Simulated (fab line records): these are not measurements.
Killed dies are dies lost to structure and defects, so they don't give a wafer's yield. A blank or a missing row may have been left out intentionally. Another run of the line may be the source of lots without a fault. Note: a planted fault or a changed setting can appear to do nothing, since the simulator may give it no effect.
fab line records | flow sky130
record: lots: 6 wafers: 18 last_day: 51
route steps=708 shown LDD_N@252 LDD_P@255 PAD_OPEN@708
lots that met no fault: taken from a fault-free run of the same line
start_h: the number of hours between the record's first day and the start of the first shown wafer of the lot | wait_h: time in hours since the lot's previous step | " identical to the entry in the row above | L1.1+2: a row that stands for several wafers | - either no value or no given start | * or withheld: withheld | < > ~ a bound
route shown NAME@n: NAME is a module with steps in the file, n the number in the route of the first one | usual: mean and standard deviation over wafers with no fault | same: alike in all rows | chamber/n: place in a boat | sites: each site's reading | _std_site: the values' standard deviation | _edge_site: the outer-site mean with the inner-site mean subtracted | radius_mm: how far each site lies from the wafer's centre | mask NAME#n: copy n | behind: the most recent tool/chamber to have shaped the wafer | hold: what put the lot on hold/how long, in hours/how the hold closed | device: the transistor (n, p or np) that didn't switch | end of line: the same wafers' tests at the end of the route | step lacking rows: just its recipe | killed: the dies lost at the first sort to structure and to defects; this is not the yield of the wafer | map: per-die view of a wafer (x killed, . not killed, _ where there is no die)
set.NAME: the setting the step ran with; set.NAME@STEP: the setting that earlier step ran with | model.NAME: the simulator's own value behind a step, which no gauge read
lots at selected steps of the route; one table per step, one row per wafer
services: from which hour (start_h, from the record's first day; less than 0 if before it) a tool's chamber was out of use, for how many hours, and why
== steps ==
step: SKY_LDD_N_IMPLANT_15
recipe: species: BF2 energy_kev: 50 dose_cm2: 5e+12 tilt_deg: 30 rotation_deg: 270
step: SKY_LDD_N_STRIP_16
recipe: chemistry: O2/N2 power_w: 1400 pressure_mtorr: 1500 platen_temp_c: withheld o2_flow_sccm: 3000 n2_flow_sccm: 300 overash_fraction: 0.5
usual: drypump_motor_current_A: 5.7/0.47 oes_product_au: 0.407/0.0042 strip_time_to_endpoint_s: 4.310/0.013
columns lot.wafer tool chamber start_h wait_h drypump_motor_current_A oes_product_au rf_hours_counter_h strip_time_to_endpoint_s
L499.1 plasma_asher-03 1 418.95 0.1 6.1 0.406 67 4.309
L499.5 " 1 " " 6.1 0.408 - 4.286
L499.6 " 0 " " 5.4 0.406 - 4.309
L500.2 plasma_asher-01 1 434.58 0.1 5.9 0.407 31 4.306
L500.3 " 0 " " 4.9 0.409 - 4.304
L500.5 " 0 " " 4.9 0.404 - 4.316
L504.2 plasma_asher-03 0 463.93 0.1 5.4 0.408 3 4.295
L504.4 " 0 " " 5.3 0.406 - 4.299
L504.5 " 1 " " 6.1 0.410 - 4.310
L510.1 plasma_asher-01 0 515.12 0.1 5.0 0.407 39 4.305
L510.3 " 1 " " 5.8 0.409 - 4.316
L510.6 " 0 " " 5.0 0.410 - 4.296
L519.1 plasma_asher-01 1 595.42 0.1 5.8 0.406 48 4.337
L519.2 " 0 " " 5.0 0.411 48 4.318
L519.6 " 1 " " 5.9 0.407 - 4.296
L521.2 plasma_asher-03 1 603.82 0.1 6.1 0.414 16 4.333
L521.5 " 1 " " 6.1 0.408 - 4.328
L521.6 " 0 " " 5.4 0.403 - 4.328
step: SKY_LDD_N_TW_MEAS_17
usual: LDD_N_TW: 2575/17
columns lot.wafer tool chamber start_h wait_h LDD_N_TW
L499.1 film_metro-03 - 419.05 0.1 2603
L499.5 " - " " 2600
L499.6 " - " " 2596
L500.2 film_metro-04 - 434.69 0.1 2560
L500.3 " - " " 2561
L500.5 " - " " 2563
L504.2 film_metro-03 - 464.04 0.1 2583
L504.4 " - " " 2594
L504.5 " - " " 2591
L510.1 film_metro-04 - 515.22 0.1 2578
L510.3 " - " " 2567
L510.6 " - " " 2568
L519.1 film_metro-04 - 595.52 0.1 2558
L519.2 " - " " 2574
L519.6 " - " " 2561
L521.2 film_metro-03 - 603.93 0.1 2581
L521.5 " - " " 2580
L521.6 " - " " 2592
step: SKY_LDD_P_DEHYDRATE_00
recipe: temp_c: 200 time_s: 60
step: SKY_LDD_P_HMDS_01
recipe: prime_time_s: 60 prime_temp_c: 120
step: SKY_LDD_P_COAT_02
recipe: resist: NOVOLAK spin_rpm: 3000 resist_thk_nm: 1140
step: SKY_LDD_P_SOFTBAKE_03
recipe: temp_c: 90 time_s: 60 resist: NOVOLAK
step: SKY_LDD_P_EXPOSE_04
recipe: mask_id: PSDM na: 0.6 source_shape: conventional sigma_outer: 0.6 polarization: unpolarized target_cd_nm: 380 dose_mj: 138
step: SKY_LDD_P_PEB_05
recipe: temp_c: withheld time_s: * resist: NOVOLAK
step: SKY_LDD_P_DEVELOP_06
recipe: resist: NOVOLAK developer: TMAH develop_time_s: 60 dev_temp_c: 23
step: SKY_LDD_P_CD_MEAS_07
recipe: target_cd_nm: 380
usual: cd_nm: 380.0/2.8
columns lot.wafer tool chamber start_h wait_h cd_nm
L499.1 cd_sem-02 - 449.33 0.1 376.9
L499.5 " - " " 379.6
L499.6 " - " " 378.4
L500.2 cd_sem-01 - 465.71 0.1 378.9
L500.3 " - " " 381.5
L500.5 " - " " 382.6
L504.2 cd_sem-01 - 494.76 0.1 381.5
L504.4 " - " " 381.7
L504.5 " - " " 383.1
L510.1 cd_sem-02 - 545.29 0.1 379.3
L510.3 " - " " 377.6
L510.6 " - " " 376.9
L519.1 cd_sem-01 - 624.92 0.1 385.3
L519.2 " - " " 386.2
L519.6 " - " " 383.9
L521.2 cd_sem-02 - 633.79 0.1 379.8
L521.5 " - " " 378.9
L521.6 " - " " 381.1
step: SKY_LDD_P_OVL_MEAS_08
usual: LDD_P_OVL: 0.1/1.3
columns lot.wafer tool chamber start_h wait_h LDD_P_OVL[nm]
L499.1 overlay-01 - 449.45 0.1 2.2
L499.5 " - " " -0.5
L499.6 " - " " 2.4
L500.2 overlay-02 - 465.82 0.1 0.0
L500.3 " - " " 1.0
L500.5 " - " " 0.0
L504.2 overlay-01 - 494.87 0.1 -1.1
L504.4 " - " " -0.5
L504.5 " - " " -1.0
L510.1 overlay-02 - 545.41 0.1 -0.5
L510.3 " - " " -0.2
L510.6 " - " " -0.1
L519.1 overlay-01 - 625.04 0.1 -1.5
L519.2 " - " " -1.1
L519.6 " - " " -3.4
L521.2 overlay-02 - 633.90 0.1 0.7
L521.5 " - " " 0.6
L521.6 " - " " -0.3
step: SKY_LDD_P_IMPLANT_09
recipe: species: BF2 energy_kev: 25 dose_cm2: 1e+13 tilt_deg: withheld
usual: beam_energy_keV: 25.002/0.0078 dose_ions_cm2: 9.999e+12/1e+10
columns lot.wafer tool chamber start_h wait_h beam_energy_keV dose_ions_cm2 model.implant.rp_nm model.implant.drp_nm
L499.1 implanter-02 0 449.48 0.0 24.998 9.991e+12 21.19 11.41
L499.5 " 0 " " 25.005 1.001e+13 21.19 11.41
L499.6 " 0 " " 25.000 1.0005e+13 21.19 11.41
L500.2 implanter-04 0 465.96 0.1 25.011 9.999e+12 20.49 11.41
L500.3 " 0 " " 24.995 1.001e+13 20.49 11.41
L500.5 " 0 " " 25.006 9.995e+12 20.49 11.41
L504.2 implanter-01 0 494.92 0.0 24.993 1.0001e+13 19.93 11.41
L504.4 " 0 " " 24.982 9.995e+12 19.93 11.41
L504.5 " 0 " " 24.999 9.998e+12 19.93 11.41
L510.1 implanter-02 0 545.45 0.0 24.993 1.0004e+13 20.57 11.41
L510.3 " 0 " " 24.998 1.0008e+13 20.57 11.41
L510.6 " 0 " " 25.002 1.0002e+13 20.57 11.41
L519.1 implanter-01 0 625.08 0.0 26.755 1.0002e+13 21.65 11.97
L519.2 " 0 " " 26.763 1.0008e+13 21.65 11.97
L519.6 " 0 " " 26.759 1.0002e+13 21.65 11.97
L521.2 implanter-01 0 633.96 0.0 26.761 9.99e+12 21.66 11.97
L521.5 " 0 " " 26.757 9.989e+12 21.66 11.97
L521.6 " 0 " " 26.758 1e+13 21.66 11.97
step: SKY_LDD_P_STRIP_10
recipe: chemistry: O2/N2 power_w: 1400 pressure_mtorr: 1500 platen_temp_c: withheld o2_flow_sccm: 3000 n2_flow_sccm: 300 overash_fraction: 0.5
usual: drypump_motor_current_A: 5.7/0.53 oes_product_au: 0.716/0.0042 strip_time_to_endpoint_s: 14.16/0.043
columns lot.wafer tool chamber start_h wait_h drypump_motor_current_A oes_product_au rf_hours_counter_h strip_time_to_endpoint_s
L499.1 plasma_asher-01 0 449.63 0.1 5.0 0.713 32 14.16
L499.5 " 0 " " 5.0 0.718 - 14.12
L499.6 " 1 " " 5.8 0.719 - 14.08
L500.2 plasma_asher-04 1 466.08 0.1 6.1 0.717 75 14.12
L500.3 " 1 " " 6.1 0.716 - 14.07
L500.5 " 0 " " 6.4 0.717 - 14.11
L504.2 plasma_asher-04 1 495.05 0.1 6.1 0.707 78 14.21
L504.4 " 0 " " 6.4 0.714 - 14.18
L504.5 " 1 " " 6.1 0.719 - 14.18
L510.1 plasma_asher-01 1 545.60 0.1 5.8 0.718 43 14.22
L510.3 " 1 " " 5.8 0.715 - 14.18
L510.6 " 1 " " 5.8 0.718 - 14.20
L519.1 plasma_asher-02 1 625.23 0.1 5.2 0.716 80 14.21
L519.2 " 0 " " 5.5 0.711 80 14.24
L519.6 " 1 " " 5.2 0.723 - 14.24
L521.2 plasma_asher-02 1 634.08 0.1 5.2 0.715 81 14.21
L521.5 " 0 " " 5.5 0.714 - 14.12
L521.6 " 1 " " 5.1 0.716 - 14.16
step: SKY_PAD_OPEN_PROBE_99
usual: killed_at_M0_to_M3: 44/7.2 killed_at_M4_up: 2.9/1.8 killed_at_contacts: 24/5.2 killed_at_front_end: 15/4 killed_at_other: 0.2/0.49 killed_dies: 85/9.1 killed_open: 47/6.8 killed_short: 38/5.7
same: gross_dies: 492 killed_at_back_side: 0
columns lot.wafer tool chamber start_h wait_h killed_at_M0_to_M3 killed_at_M4_up killed_at_contacts killed_at_front_end killed_at_other killed_dies killed_open killed_short
L500.2 prober-01 - 1111.07 0.1 38 4 27 20 1 90 42 48
L500.3 prober-01 - 1111.12 0.2 48 4 14 15 0 81 41 40
L500.5 prober-01 - 1111.22 0.2 41 5 23 11 0 80 50 30
L519.2 prober-02 - 1205.50 0.1 49 1 24 7 0 81 48 33
L521.2 prober-02 - 1212.96 0.1 40 2 14 14 1 71 40 31
L521.5 prober-02 - 1213.11 0.2 40 5 21 11 0 77 46 31
L521.6 prober-02 - 1213.16 0.2 53 3 14 14 0 84 50 34
killed by level:class
L500.2 VIA1:geometric_particle:open=10 CONTACT:geometric_particle:open=8 FIELD_ISO:geometric_particle:short=7 LI_CONTACT:geometric_particle:open=6 VIA1:geometric_particle:short=6 VIA3:geometric_particle:open=6 LOCAL_INTERCONNECT:geometric_particle:short=5 CONTACT:geometric_particle:short=5
L500.3 VIA2:geometric_particle:open=8 VIA1:geometric_particle:open=7 VIA1:geometric_particle:short=7 FIELD_ISO:geometric_particle:short=5 VIA3:geometric_particle:open=5 FIELD_ISO:geometric_particle:open=4 CONTACT:geometric_particle:open=4 CONTACT:geometric_particle:short=4
L500.5 VIA1:geometric_particle:open=11 CONTACT:geometric_particle:open=10 VIA3:geometric_particle:open=8 VIA2:geometric_particle:open=6 CONTACT:geometric_particle:short=5 VIA1:geometric_particle:short=5 METAL2:geometric_particle:short=5 LI_CONTACT:geometric_particle:open=4
L519.2 VIA3:geometric_particle:open=10 VIA1:geometric_particle:open=10 CONTACT:geometric_particle:open=9 LOCAL_INTERCONNECT:geometric_particle:short=5 METAL2:geometric_particle:short=5 METAL1:geometric_particle:short=5 POLY_GATE:geometric_particle:open=4 LI_CONTACT:geometric_particle:open=4
L521.2 VIA3:geometric_particle:open=11 VIA1:geometric_particle:open=7 CONTACT:geometric_particle:open=5 METAL1:geometric_particle:short=5 FIELD_ISO:geometric_particle:open=4 METAL3:geometric_particle:short=4 LOCAL_INTERCONNECT:geometric_particle:short=4 VIA1:geometric_particle:short=4
L521.5 VIA1:geometric_particle:open=9 CONTACT:geometric_particle:open=8 VIA2:geometric_particle:open=7 METAL1:geometric_particle:short=6 LI_CONTACT:geometric_particle:short=5 VIA3:geometric_particle:open=5 VIA1:geometric_particle:short=4 POLY_GATE:geometric_particle:short=3
L521.6 VIA1:geometric_particle:open=15 METAL1:geometric_particle:short=11 VIA3:geometric_particle:open=10 POLY_GATE:geometric_particle:open=7 VIA2:geometric_particle:open=6 LOCAL_INTERCONNECT:geometric_particle:short=4 CONTACT:geometric_particle:open=4 METAL2:geometric_particle:short=4
== services ==
columns tool chamber start_h hours kind
implanter-04 - 404.03 2.8 repair
plasma_asher-03 - 421.25 9.0 pm
plasma_asher-03 0 421.25 9.0 vent_cycle
plasma_asher-03 1 421.25 9.0 vent_cycle
plasma_asher-03 0 430.25 - clean
plasma_asher-03 1 430.25 - clean
plasma_asher-04 - 430.52 0.3 repair
plasma_asher-01 - 458.12 3.1 repair
implanter-02 - 467.09 1.3 repair
implanter-01 - 477.29 2.0 repair
plasma_asher-03 - 508.31 19.8 pm
plasma_asher-02 - 520.30 1.8 repair
implanter-04 - 547.16 4.1 repair
plasma_asher-01 - 562.30 0.8 repair
implanter-02 - 566.05 3.9 pm
plasma_asher-02 - 574.75 14.6 pm
== key ==
first_sign: step: SKY_LDD_P_IMPLANT_09 reading: beam_energy_keV direction: up sigmas: 99+ usual: * struck: *
effect none on later readings
model_effect: step: SKY_LDD_P_IMPLANT_09 value: implant.rp_nm without: 20.5 struck: 21.65
met_at SKY_LDD_P_IMPLANT_09
struck_wafers L519.1,L519.2,L519.6,L521.2,L521.5,L521.6
tester_left_out L519,L521
onset_between 494.92 625.08
fault: kind: process_parameter_drift tool: implanter-01 chamber: - onset_h: 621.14 steps: SKY_LDD_P_IMPLANT_09 channel: energy_kev offset: * shape: step end_h: 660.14 acts_in: * stated: *
tester_left_out: of these lots the tester's yield and bins aren't shown, on N5 and GAA mostly nor the transistor test; their killed dies are dies lost to structure and defects alone, not to doping, threshold or leakage, so they don't give the yield
